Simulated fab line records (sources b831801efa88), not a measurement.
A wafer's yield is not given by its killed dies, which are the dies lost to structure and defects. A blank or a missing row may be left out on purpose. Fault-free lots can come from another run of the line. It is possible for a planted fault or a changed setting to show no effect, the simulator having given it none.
Matching of chambers    flow sky130    4 sister chambers for SKY_LI_CONTACT_ETCH_15 on rie_diel-01
The step etches PSG in C4F8/O2/Ar, stops on Si, target depth 600 nm. 4 wafers are shown with their chamber, then 7 later ones without.

== WAFERS WITH THEIR CHAMBER ==
wafer   chamber  oes_product_au (a.u.)
L859.1  2        0.833
L860.6  3        0.840
L861.1  1        0.835
L861.4  0        0.836

== WAFERS WITHOUT THEIR CHAMBER ==
wafer   oes_product_au (a.u.)
L861.5  0.833
L863.2  0.839
L863.3  0.830
L863.6  0.830
L866.1  0.842
L866.2  0.843
L866.3  0.836

== EACH ONE'S CHAMBER ==
wafer   from the rows above                in truth
L861.5  can't be placed: 2 or 1 or 0       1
L863.2  can't be placed: 3 or 0 or 1       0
L863.3  can't be placed: 2 or 1 or 0       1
L863.6  can't be placed: 2 or 1 or 0       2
L866.1  can't be placed: 3 or 0            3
L866.2  can't be placed: 3 or 0            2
L866.3  can't be placed: 0 or 1 or 2 or 3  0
Correct placement for 0 of the 7. Cannot be placed on the basis of these rows: 7; the candidates contain the true chamber in 6. 0 placed wrongly.
How it was worked out, from the rows above alone: a wafer's distance from a chamber is the root of the sum, over the readings, of the square of ((its reading less the chamber's mean) divided by the reading's scatter). The wafer belongs to the nearest chamber; if the next one is less than 2 further off, it can't be placed. A chamber's mean is the mean of its shown wafers. The scatter: with one shown wafer a chamber, the root of the mean of the squares of how far each hidden wafer lies from its nearest shown one.
